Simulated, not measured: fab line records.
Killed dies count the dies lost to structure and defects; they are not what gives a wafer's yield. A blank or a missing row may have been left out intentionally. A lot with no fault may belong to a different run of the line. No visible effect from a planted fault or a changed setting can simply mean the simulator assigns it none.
fab line records    flow gf180mcu
record lots=5  wafers=23
route steps=602 shown POLY_GATE@165 HV_LDD@182 PSD@257 SAB@264 CONTACT@287
startH: hours from the record's first day to the start of the lot's first wafer shown    waitH: hours since the lot's step before    " repeats the value in the row above    L1.1+2: a single row standing in for several wafers    - no value, or no start given    * or withheld: withheld    < > ~ a bound
route shown NAME@n: a module of which the file shows steps, and the number in the route of the first    usual: mean/standard deviation taken from wafers without a fault    same: alike in all rows    chamber/n: place in a boat    sites: the reading at each site    _std_site: the values' standard deviation    _edge_site: mean of outer sites minus mean of inner sites    radiusMm: how far each site lies from the wafer's centre    mask NAME#n: copy n    behind: tool/chamber where the wafer was last shaped    hold: the reason the lot was held/the length of the hold in hours/how it ended    device: transistor that didn't switch, given as n, p or np    end of line: the route-end tests of the same wafers    a step without rows: its recipe alone    killed: dies lost to structure and defects at the first sort, not the wafer's yield    map: a wafer's dies, x killed, . not, _ none there
set.NAME: the setting as run; set.NAME@STEP: as run at that earlier step    model.NAME: the simulator's own value behind a step, which no gauge read
lots where settings were altered on purpose, with a table for each step and a row for each wafer
## steps
# step GF_POLY_GATE_PEB_08
# recipe pebTempC=135  pebTimeS=90  resist=KrF
lot.wafer   tool           chamber  startH  waitH  set.pebTempC
L074.1+5+6  lithoTrack-03  0        -       -      136.9
L074.3+4    "              0        "       "      135
L076.1+2+3  lithoTrack-03  0        -       -      132.1
L076.5+6    "              0        "       "      135
L078.1+5    lithoTrack-03  0        -       -      138.9
L078.2+3+4  "              0        "       "      135
L083.1+3+6  lithoTrack-01  0        -       -      133.7
L083.2+4    "              0        "       "      135
L084.1+4+6  lithoTrack-02  0        -       -      135
# step GF_POLY_GATE_DEVELOP_09
# recipe developTimeS=60  resist=KrF  devTempC=21
# step GF_POLY_GATE_CD_MEAS_10
# recipe targetCdNm=280
# usual cdNm=280.4/1.4
lot.wafer  tool      chamber  startH  waitH  set.pebTempC@POLY_GATE_PEB_08  cdNm
L074.1     cdSem-02  -        207.17  0.1    136.9                          276.5
L074.3     "         -        "       "      135                            280.3
L074.4     "         -        "       "      135                            280.2
L074.5     "         -        "       "      136.9                          276.5
L074.6     "         -        "       "      136.9                          275.7
L076.1     cdSem-02  -        223.52  0.1    132.1                          289.8
L076.2     "         -        "       "      132.1                          289.2
L076.3     "         -        "       "      132.1                          290.2
L076.5     "         -        "       "      135                            281.5
L076.6     "         -        "       "      135                            281.2
L078.1     cdSem-02  -        238.97  0.1    138.9                          273.0
L078.2     "         -        "       "      135                            282.6
L078.3     "         -        "       "      135                            282.9
L078.4     "         -        "       "      135                            280.8
L078.5     "         -        "       "      138.9                          273.2
L083.1     cdSem-01  -        264.88  0.1    133.7                          282.8
L083.2     "         -        "       "      135                            279.0
L083.3     "         -        "       "      133.7                          283.4
L083.4     "         -        "       "      135                            278.6
L083.6     "         -        "       "      133.7                          283.0
L084.1     cdSem-01  -        271.32  0.1    135                            280.0
L084.4     "         -        "       "      135                            281.0
L084.6     "         -        "       "      135                            280.8
# step GF_POLY_GATE_ETCH_12
# recipe chemistry=N2/H2  targetDepthA=withheld  overetchA=withheld  timeS=withheld  target=BARC  ionEnergyEv=200  sourceW=500  biasW=100  pressureMtorr=30  n2FlowSccm=100  h2FlowSccm=200
lot.wafer  tool        chamber  startH  waitH  set.pebTempC@POLY_GATE_PEB_08  model.POLY_GATE.cdNm
L074.1+5   rieDiel-03  3        207.32  0.0    136.9                          276.3
L074.3     "           0        "       "      135                            279.7
L074.4     "           2        "       "      135                            280.4
L074.6     "           0        "       "      136.9                          275.8
L076.1+3   rieDiel-03  0,3      223.67  0.0    132.1                          289.4
L076.2     "           1        "       "      132.1                          289.7
L076.5     "           0        "       "      135                            281
L076.6     "           3        "       "      135                            280.4
L078.1     rieDiel-03  2        239.12  0.0    138.9                          273
L078.2     "           3        "       "      135                            282.5
L078.3     "           0        "       "      135                            282.9
L078.4     "           1        "       "      135                            282.1
L078.5     "           2        "       "      138.9                          272.8
L083.1     rieDiel-02  2        265.04  0.0    133.7                          282.1
L083.2     "           1        "       "      135                            279.4
L083.3     "           3        "       "      133.7                          284
L083.4     "           0        "       "      135                            278.2
L083.6     "           2        "       "      133.7                          281.3
L084.1     rieDiel-03  0        271.48  0.0    135                            280.1
L084.4     "           2        "       "      135                            281.3
L084.6     "           1        "       "      135                            281.4
# step GF_POLY_GATE_ETCH_13
# recipe target=poly-Si  targetDepthNm=198.5  stopOn=SiO2  overEtchFrac=0.403  chemistry=HBr/Cl2  icpW=400  biasW=100  pressureMtorr=10  HBr_flow_sccm=150  Cl2_flow_sccm=50  timeS=69.6
lot.wafer  tool      chamber  startH  waitH  set.biasW  set.pebTempC@POLY_GATE_PEB_08  model.POLY_GATE.cdNm
L074.1     rieSi-01  3        207.37  -      92.82      136.9                          276.7
L074.3     "         1        "       "      92.82      135                            282.2
L074.4     "         3        "       "      100        135                            280.3
L074.5     "         0        "       "      92.82      136.9                          275.4
L074.6     "         1        "       "      100        136.9                          277.9
L076.1     rieSi-01  0        223.72  -      94.42      132.1                          288.5
L076.2     "         1        "       "      94.42      132.1                          291.5
L076.3     "         3        "       "      100        132.1                          289.8
L076.5     "         1        "       "      100        135                            283.1
L076.6     "         0        "       "      100        135                            280.1
L078.1     rieSi-02  2        239.17  -      92.4       138.9                          272.5
L078.2     "         0        "       "      92.4       135                            282.9
L078.3     "         3        "       "      100        135                            284.1
L078.4     "         1        "       "      100        135                            281.9
L078.5     "         1        "       "      92.4       138.9                          271.5
L083.1     rieSi-01  1        265.09  -      95.58      133.7                          281.6
L083.2     "         3        "       "      100        135                            278.9
L083.3     "         2        "       "      95.58      133.7                          283.9
L083.4     "         0        "       "      95.58      135                            276.9
L083.6     "         0        "       "      100        133.7                          279.5
L084.1     rieSi-01  3        271.53  -      100        135                            279.8
L084.4+6   "         2,0      "       "      100        135                            281.1
# step GF_POLY_GATE_STRIP_14
# recipe chemistry=O2/N2  powerW=1400  pressureMtorr=1500  platenTempC=250  o2FlowSccm=3000  n2FlowSccm=300  overashFraction=0.5
# step GF_POLY_GATE_CLEAN_15
# recipe chemistry=SC1/SC2  mix=1:4:20  tempC=70  timeS=150  dry=n2Spin
# step GF_POLY_GATE_OXIDATION_16
# recipe tempC=850  ambient=O2  stabiliseS=600  purgeS=300  targetThkA=40  oxTimeS=899
# step GF_POLY_GATE_CD_MEAS_18
# usual cdNm=280.5/2.2
lot.wafer  tool      chamber  startH  waitH  set.pebTempC@POLY_GATE_PEB_08  cdNm
L074.1     cdSem-01  -        208.89  0.1    136.9                          276.9
L074.3     "         -        "       "      135                            282.1
L074.4     "         -        "       "      135                            280.3
L074.5     "         -        "       "      136.9                          275.5
L074.6     "         -        "       "      136.9                          278.1
L076.1     cdSem-02  -        225.29  0.1    132.1                          288.3
L076.2     "         -        "       "      132.1                          291.7
L076.3     "         -        "       "      132.1                          290.0
L076.5     "         -        "       "      135                            283.2
L076.6     "         -        "       "      135                            280.1
L078.1     cdSem-02  -        241.16  0.1    138.9                          272.4
L078.2     "         -        "       "      135                            282.7
L078.3     "         -        "       "      135                            283.9
L078.4     "         -        "       "      135                            281.8
L078.5     "         -        "       "      138.9                          271.3
L083.1     cdSem-02  -        266.85  0.1    133.7                          281.4
L083.2     "         -        "       "      135                            278.5
L083.3     "         -        "       "      133.7                          283.7
L083.4     "         -        "       "      135                            276.8
L083.6     "         -        "       "      133.7                          279.7
L084.1     cdSem-01  -        273.68  0.1    135                            279.6
L084.4     "         -        "       "      135                            281.1
L084.6     "         -        "       "      135                            281.1
# step GF_HV_LDD_DEVELOP_06
# recipe developTimeS=60  devTempC=23
lot.wafer   tool           chamber  startH  waitH  set.devTempC
L074.1+4    lithoTrack-03  0        226.57  0.1    23
L074.3+5+6  "              0        "       "      21.17
L076.1+2+5  lithoTrack-04  0        243.41  0.1    23
L076.3+6    "              0        "       "      25.14
L078.1+2    lithoTrack-03  0        259.32  0.1    26.46
L078.3+4+5  "              0        "       "      23
L083.1+4    lithoTrack-02  0        286.22  0.1    24.96
L083.2+3+6  "              0        "       "      23
L084.1+4+6  lithoTrack-02  0        292.57  0.1    23
# step GF_HV_LDD_CD_MEAS_07
# recipe targetCdNm=400
# usual cdNm=399.0/2
lot.wafer  tool      chamber  startH  waitH  set.devTempC@HV_LDD_DEVELOP_06  cdNm
L074.1     cdSem-01  -        226.72  0.1    23                              397.2
L074.3     "         -        "       "      21.17                           406.3
L074.4     "         -        "       "      23                              398.4
L074.5     "         -        "       "      21.17                           408.3
L074.6     "         -        "       "      21.17                           406.5
L076.1     cdSem-02  -        243.56  0.1    23                              401.4
L076.2     "         -        "       "      23                              401.8
L076.3     "         -        "       "      25.14                           395.0
L076.5     "         -        "       "      23                              401.3
L076.6     "         -        "       "      25.14                           393.2
L078.1     cdSem-02  -        259.47  0.1    26.46                           383.9
L078.2     "         -        "       "      26.46                           383.6
L078.3     "         -        "       "      23                              396.4
L078.4     "         -        "       "      23                              398.5
L078.5     "         -        "       "      23                              396.3
L083.1     cdSem-02  -        286.37  0.1    24.96                           392.1
L083.2     "         -        "       "      23                              398.1
L083.3     "         -        "       "      23                              399.9
L083.4     "         -        "       "      24.96                           391.0
L083.6     "         -        "       "      23                              397.1
L084.1     cdSem-02  -        292.72  0.1    23                              401.2
L084.4     "         -        "       "      23                              401.1
L084.6     "         -        "       "      23                              401.6
# step GF_PSD_IMPLANT_09
# recipe species=BF2  energyKev=40  doseCm2=1.5e+15  tiltDeg=7
lot.wafer       tool          chamber  startH  waitH  set.energyKev  model.implant.rpNm  model.implant.drpNm
L074.1+4        implanter-04  0        328.47  0.0    41.11          32.1                16.18
L074.3+5+6      "             0        "       "      40             31.39               15.87
L076.1+2+3+5+6  implanter-01  0        349.04  0.0    40             30.29               15.87
L078.1+5        implanter-04  0        366.07  0.0    40             29.89               15.87
L078.2+3+4      "             0        "       "      42.19          31.22               16.48
L083.1+4        implanter-03  0        397.84  0.0    36.63          28.87               14.93
L083.2+3+6      "             0        "       "      40             31.03               15.87
L084.1+4+6      implanter-01  0        404.69  0.0    40             29.47               15.87
# step GF_PSD_STRIP_10
# recipe chemistry=O2/N2  powerW=1400  pressureMtorr=1500  platenTempC=250  o2FlowSccm=3000  n2FlowSccm=300  overashFraction=0.5
# usual stripTimeToEndpointS=16.55/0.04
lot.wafer  tool            chamber  startH  waitH  set.energyKev@PSD_IMPLANT_09  stripTimeToEndpointS
L074.1     plasmaAsher-02  1        328.62  0.1    41.11                         16.74
L074.3     "               1        "       "      40                            16.59
L074.4     "               0        "       "      41.11                         16.64
L074.5     "               0        "       "      40                            16.56
L074.6     "               1        "       "      40                            16.56
L076.1     plasmaAsher-04  0        349.19  0.1    40                            16.59
L076.2     "               1        "       "      40                            16.61
L076.3     "               1        "       "      40                            16.61
L076.5     "               0        "       "      40                            16.61
L076.6     "               1        "       "      40                            16.66
L078.1     plasmaAsher-04  0        366.22  0.1    40                            16.54
L078.2     "               1        "       "      42.19                         16.74
L078.3     "               1        "       "      42.19                         16.76
L078.4     "               0        "       "      42.19                         16.78
L078.5     "               0        "       "      40                            16.55
L083.1     plasmaAsher-04  1        397.99  0.1    36.63                         16.23
L083.2     "               0        "       "      40                            16.59
L083.3     "               1        "       "      40                            16.60
L083.4     "               0        "       "      36.63                         16.28
L083.6     "               0        "       "      40                            16.61
L084.1     plasmaAsher-02  1        404.84  0.1    40                            16.52
L084.4     "               0        "       "      40                            16.55
L084.6     "               0        "       "      40                            16.53
# step GF_PSD_TW_MEAS_11
# usual PSD_TW=3147/15
lot.wafer  tool          chamber  startH  waitH  set.energyKev@PSD_IMPLANT_09  PSD_TW
L074.1     filmMetro-02  -        328.72  0.1    41.11                         3192
L074.3     "             -        "       "      40                            3193
L074.4     "             -        "       "      41.11                         3212
L074.5     "             -        "       "      40                            3178
L074.6     "             -        "       "      40                            3180
L076.1     filmMetro-04  -        349.29  0.1    40                            3142
L076.2     "             -        "       "      40                            3145
L076.3     "             -        "       "      40                            3137
L076.5     "             -        "       "      40                            3153
L076.6     "             -        "       "      40                            3157
L078.1     filmMetro-01  -        366.32  0.1    40                            3139
L078.2     "             -        "       "      42.19                         3191
L078.3     "             -        "       "      42.19                         3159
L078.4     "             -        "       "      42.19                         3189
L078.5     "             -        "       "      40                            3123
L083.1     filmMetro-01  -        398.09  0.1    36.63                         3058
L083.2     "             -        "       "      40                            3126
L083.3     "             -        "       "      40                            3142
L083.4     "             -        "       "      36.63                         3081
L083.6     "             -        "       "      40                            3133
L084.1     filmMetro-04  -        404.94  0.1    40                            3130
L084.4     "             -        "       "      40                            3144
L084.6     "             -        "       "      40                            3156
# step GF_PSD_CLEAN_12
# recipe chemistry=SC1/SC2  mix=1:4:20  tempC=70  timeS=150  dry=n2Spin
# step GF_PSD_RTA_13
# recipe tempC=1025  timeS=20  ambient=N2
# step GF_PSD_RS_MEAS_15
# recipe thkMeasGauge=four-point-probe
# usual PSD_RS=108.42/0.25
lot.wafer  tool          chamber  startH  waitH  set.energyKev@PSD_IMPLANT_09  PSD_RS[ohm/sq]
L074.1     filmMetro-04  -        329.03  0.1    41.11                         107.22
L074.3     "             -        "       "      40                            108.32
L074.4     "             -        "       "      41.11                         106.91
L074.5     "             -        "       "      40                            108.68
L074.6     "             -        "       "      40                            108.43
L076.1     filmMetro-02  -        349.60  0.1    40                            108.48
L076.2     "             -        "       "      40                            108.34
L076.3     "             -        "       "      40                            108.20
L076.5     "             -        "       "      40                            108.36
L076.6     "             -        "       "      40                            108.52
L078.1     filmMetro-02  -        366.63  0.1    40                            108.46
L078.2     "             -        "       "      42.19                         105.76
L078.3     "             -        "       "      42.19                         106.15
L078.4     "             -        "       "      42.19                         106.11
L078.5     "             -        "       "      40                            108.77
L083.1     filmMetro-04  -        398.40  0.1    36.63                         112.78
L083.2     "             -        "       "      40                            108.21
L083.3     "             -        "       "      40                            108.35
L083.4     "             -        "       "      36.63                         112.60
L083.6     "             -        "       "      40                            108.27
L084.1     filmMetro-04  -        405.25  0.1    40                            108.23
L084.4     "             -        "       "      40                            108.68
L084.6     "             -        "       "      40                            108.53
# step GF_SAB_CVD_00
# recipe material=SiO2  targetThkNm=50  precursor=TEOS  tempC=400  timeS=4.9302  rfW=600
lot.wafer  tool      chamber  startH  waitH  set.timeS  model.SiO2_of_SAB_CVD_00.thkNm
L074.1     pecvd-04  2        329.15  0.1    4.9302     48.12
L074.3     "         1        "       "      4.9302     49.2
L074.4     "         2        "       "      5.16       52.05
L074.5     "         0        "       "      5.16       51.97
L074.6     "         1        "       "      5.16       53.06
L076.1     pecvd-03  0        349.72  0.1    4.9302     49.48
L076.2     "         2        "       "      4.9302     49.02
L076.3     "         1        "       "      4.9302     48.69
L076.5     "         2        "       "      4.9302     49.86
L076.6     "         0        "       "      4.9302     49.29
L078.1     pecvd-03  0        366.75  0.1    4.9302     49.81
L078.2     "         1        "       "      4.9302     49.07
L078.3     "         2        "       "      5.202      52.77
L078.4     "         2        "       "      4.9302     50.13
L078.5     "         0        "       "      5.202      53.44
L083.1     pecvd-01  0        398.52  0.1    4.9302     49.83
L083.2     "         1        "       "      4.9302     50
L083.3     "         2        "       "      4.382      44.24
L083.4     "         1        "       "      4.9302     49.74
L083.6     "         2        "       "      4.382      45.41
L084.1     pecvd-04  1        405.37  0.1    4.9302     50.29
L084.4     "         2        "       "      4.9302     50.38
L084.6     "         1        "       "      4.9302     50.87
# step GF_SAB_THK_MEAS_01
# recipe reads=SiO2_of_SAB_CVD_00
# usual SAB_CVD_00_THK=49.8/0.66
lot.wafer  tool          chamber  startH  waitH  set.timeS@SAB_CVD_00  SAB_CVD_00_THK[nm]
L074.1     filmMetro-02  -        329.17  0.0    4.9302                48.1
L074.3     "             -        "       "      4.9302                49.2
L074.4     "             -        "       "      5.16                  52.1
L074.5     "             -        "       "      5.16                  52.0
L074.6     "             -        "       "      5.16                  53.1
L076.1     filmMetro-04  -        349.74  0.0    4.9302                49.4
L076.2     "             -        "       "      4.9302                49.1
L076.3     "             -        "       "      4.9302                48.6
L076.5     "             -        "       "      4.9302                49.8
L076.6     "             -        "       "      4.9302                49.3
L078.1     filmMetro-04  -        366.77  0.0    4.9302                49.8
L078.2     "             -        "       "      4.9302                49.1
L078.3     "             -        "       "      5.202                 52.8
L078.4     "             -        "       "      4.9302                50.1
L078.5     "             -        "       "      5.202                 53.5
L083.1     filmMetro-04  -        398.54  0.0    4.9302                49.9
L083.2     "             -        "       "      4.9302                50.0
L083.3     "             -        "       "      4.382                 44.2
L083.4     "             -        "       "      4.9302                49.7
L083.6     "             -        "       "      4.382                 45.4
L084.1     filmMetro-03  -        405.40  0.0    4.9302                50.3
L084.4     "             -        "       "      4.9302                50.4
L084.6     "             -        "       "      4.9302                50.8
# step GF_CONTACT_CVD_00
# recipe material=SiO2  targetThkNm=300  sigmaOpenFrac=0.3  tempC=400  timeS=50  sih4FlowSccm=60  pressureMtorr=6
lot.wafer  tool       chamber  startH  waitH  set.sih4FlowSccm  model.SiO2_of_CONTACT_CVD_00.thkNm
L074.1     hdpcvd-02  0        350.84  0.1    60                299.2
L074.3     "          1        "       "      67.91             342.2
L074.4     "          1        "       "      67.91             341.1
L074.5     "          0        "       "      60                300.4
L074.6     "          2        "       "      60                301.5
L076.1     hdpcvd-01  0        372.74  0.1    60                302.1
L076.2     "          1        "       "      60                300
L076.3     "          2        "       "      68.33             340.9
L076.5     "          1        "       "      60                300.9
L076.6     "          0        "       "      68.33             346.8
L078.1     hdpcvd-02  1        389.62  0.1    55.96             277.4
L078.2     "          0        "       "      55.96             276.7
L078.3     "          2        "       "      55.96             278.2
L078.4     "          0        "       "      60                295.3
L078.5     "          1        "       "      60                295.7
L083.1     hdpcvd-01  2        422.04  0.1    60                295.9
L083.2     "          1        "       "      67.31             335.5
L083.3     "          0        "       "      60                293.5
L083.4     "          1        "       "      60                303.6
L083.6     "          0        "       "      67.31             335.6
L084.1     hdpcvd-01  2        429.70  0.1    60                302.7
L084.4+6   "          0,2      "       "      60                300.9
# step GF_CONTACT_THK_MEAS_01
# recipe reads=SiO2_of_CONTACT_CVD_00
# usual CONTACT_CVD_00_THK=299/3.3
lot.wafer  tool          chamber  startH  waitH  set.sih4FlowSccm@CONTACT_CVD_00  CONTACT_CVD_00_THK[nm]
L074.1     filmMetro-02  -        350.88  0.0    60                               299
L074.3     "             -        "       "      67.91                            342
L074.4     "             -        "       "      67.91                            341
L074.5     "             -        "       "      60                               300
L074.6     "             -        "       "      60                               302
L076.1     filmMetro-01  -        372.78  0.0    60                               302
L076.2     "             -        "       "      60                               300
L076.3     "             -        "       "      68.33                            341
L076.5     "             -        "       "      60                               301
L076.6     "             -        "       "      68.33                            347
L078.1     filmMetro-01  -        389.66  0.0    55.96                            277
L078.2     "             -        "       "      55.96                            276
L078.3     "             -        "       "      55.96                            278
L078.4     "             -        "       "      60                               295
L078.5     "             -        "       "      60                               296
L083.1     filmMetro-03  -        422.09  0.0    60                               296
L083.2     "             -        "       "      67.31                            336
L083.3     "             -        "       "      60                               294
L083.4     "             -        "       "      60                               304
L083.6     "             -        "       "      67.31                            336
L084.1     filmMetro-01  -        429.74  0.0    60                               302
L084.4     "             -        "       "      60                               301
L084.6     "             -        "       "      60                               301
# step GF_CONTACT_ETCH_17
# recipe chemistry=C4F8/O2/Ar  maskMaterial=KrF  target=SiO2  stopOn=CoSi2  sourceW=1500  biasW=1200  pressureMtorr=40  c4f8FlowSccm=withheld  O2_flow_sccm=6  Ar_flow_sccm=300  timeS=withheld  targetDepthA=8600
# usual oesProductAu=0.813/0.0044
lot.wafer  tool        chamber  startH  waitH  set.biasW  set.sih4FlowSccm@CONTACT_CVD_00  oesProductAu
L074.1     rieDiel-04  0        -       -      1200       60                               0.812
L074.3     "           1        "       "      1200       67.91                            0.834
L074.4     "           3        "       "      1200       67.91                            0.842
L074.5     "           1        "       "      1200       60                               0.814
L074.6     "           0        "       "      1200       60                               0.814
L076.1     rieDiel-01  3        -       -      1200       60                               0.817
L076.2     "           2        "       "      1200       60                               0.819
L076.3     "           1        "       "      1200       68.33                            0.831
L076.5     "           2        "       "      1200       60                               0.815
L076.6     "           1        "       "      1200       68.33                            0.834
L078.1     rieDiel-02  1        -       -      1200       55.96                            0.799
L078.2     "           0        "       "      1265       55.96                            0.798
L078.3     "           3        "       "      1265       55.96                            0.800
L078.4     "           2        "       "      1200       60                               0.811
L078.5     "           3        "       "      1265       60                               0.813
L083.1     rieDiel-02  3        -       -      1200       60                               0.814
L083.2     "           2        "       "      1062       67.31                            0.827
L083.3     "           1        "       "      1062       60                               0.807
L083.4     "           0        "       "      1200       60                               0.815
L083.6     "           1        "       "      1200       67.31                            0.835
L084.1     rieDiel-01  3        -       -      1200       60                               0.815
L084.4     "           0        "       "      1200       60                               0.820
L084.6     "           2        "       "      1200       60                               0.805
# step GF_CONTACT_CVD_24
# recipe material=W  targetThkNm=300  timeS=90.339  tempC=400  pressureTorr=40
lot.wafer       tool     chamber    startH  waitH  set.tempC
L074.1+3+4+5+6  cvdW-01  0,1,0,0,1  374.33  0.0    400
L076.1+2+6      cvdW-02  1,0,0      396.30  0.0    400
L076.3+5        "        0,1        "       "      390
L078.1+3        cvdW-01  0          413.83  0.0    395.9
L078.2+4+5      "        1,1,0      "       "      400
L083.1+2+4      cvdW-01  1,0,1      447.99  0.0    400
L083.3+6        "        0          "       "      411.2
L084.1+4+6      cvdW-02  0,1,0      455.14  0.0    400
# step GF_CONTACT_RS_MEAS_25
# recipe thkMeasGauge=four-point-probe  reads=W_of_CONTACT_CVD_24+TiN_of_CONTACT_SPUTTER_23+Ti_of_CONTACT_SPUTTER_22
# usual CONTACT_W_RS=0.381/0.0044
lot.wafer  tool          chamber  startH  waitH  set.tempC@CONTACT_CVD_24  CONTACT_W_RS[ohm/sq]
L074.1     filmMetro-03  -        374.43  0.1    400                       0.375
L074.3     "             -        "       "      400                       0.377
L074.4     "             -        "       "      400                       0.377
L074.5     "             -        "       "      400                       0.373
L074.6     "             -        "       "      400                       0.381
L076.1     filmMetro-02  -        396.40  0.1    400                       0.380
L076.2     "             -        "       "      400                       0.382
L076.3     "             -        "       "      390                       0.454
L076.5     "             -        "       "      390                       0.450
L076.6     "             -        "       "      400                       0.385
L078.1     filmMetro-02  -        413.93  0.1    395.9                     0.405
L078.2     "             -        "       "      400                       0.387
L078.3     "             -        "       "      395.9                     0.409
L078.4     "             -        "       "      400                       0.390
L078.5     "             -        "       "      400                       0.378
L083.1     filmMetro-03  -        448.09  0.1    400                       0.386
L083.2     "             -        "       "      400                       0.376
L083.3     "             -        "       "      411.2                     0.308
L083.4     "             -        "       "      400                       0.381
L083.6     "             -        "       "      411.2                     0.310
L084.1     filmMetro-01  -        455.24  0.1    400                       0.381
L084.4     "             -        "       "      400                       0.379
L084.6     "             -        "       "      400                       0.383
## key
split step=GF_POLY_GATE_PEB_08  setting=pebTempC  stated=135  by=wafer
response step=GF_POLY_GATE_CD_MEAS_10  reading=cdNm  change=-3.39  per=1%  r=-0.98
response step=GF_POLY_GATE_ETCH_12  reading=model.POLY_GATE.cdNm  change=-3.51  per=1%  r=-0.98
response step=GF_POLY_GATE_ETCH_13  reading=model.POLY_GATE.cdNm  change=-3.77  per=1%  r=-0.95
response step=GF_POLY_GATE_CD_MEAS_18  reading=cdNm  change=-3.74  per=1%  r=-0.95
split step=GF_POLY_GATE_ETCH_13  setting=biasW  stated=100  by=wafer
response none clear
split step=GF_HV_LDD_DEVELOP_06  setting=devTempC  stated=23  by=wafer
response step=GF_HV_LDD_CD_MEAS_07  reading=cdNm  change=-0.892  per=1%  r=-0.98
split step=GF_PSD_IMPLANT_09  setting=energyKev  stated=40  by=wafer
response step=GF_PSD_IMPLANT_09  reading=model.implant.rpNm  change=+0.253  per=1%  r=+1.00
response step=GF_PSD_IMPLANT_09  reading=model.implant.drpNm  change=+0.112  per=1%  r=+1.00
response step=GF_PSD_STRIP_10  reading=stripTimeToEndpointS  change=*  per=1%  r=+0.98
response step=GF_PSD_TW_MEAS_11  reading=PSD_TW  change=+7.92  per=1%  r=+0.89
response step=GF_PSD_RS_MEAS_15  reading=PSD_RS  change=-0.51  per=1%  r=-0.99
split step=GF_SAB_CVD_00  setting=timeS  stated=4.9302  by=wafer
response step=GF_SAB_CVD_00  reading=model.SiO2_of_SAB_CVD_00.thkNm  change=+0.524  per=1%  r=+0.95
response step=GF_SAB_THK_MEAS_01  reading=SAB_CVD_00_THK  change=+0.525  per=1%  r=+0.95
split step=GF_CONTACT_CVD_00  setting=sih4FlowSccm  stated=60  by=wafer
response step=GF_CONTACT_CVD_00  reading=model.SiO2_of_CONTACT_CVD_00.thkNm  change=+3.07  per=1%  r=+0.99
response step=GF_CONTACT_THK_MEAS_01  reading=CONTACT_CVD_00_THK  change=+3.08  per=1%  r=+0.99
response step=GF_CONTACT_ETCH_17  reading=oesProductAu  change=+0.00153  per=1%  r=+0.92
split step=GF_CONTACT_ETCH_17  setting=biasW  stated=1200  by=wafer
response none clear
split step=GF_CONTACT_CVD_24  setting=tempC  stated=400  by=wafer
response step=GF_CONTACT_RS_MEAS_25  reading=CONTACT_W_RS  change=-0.0263  per=1%  r=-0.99
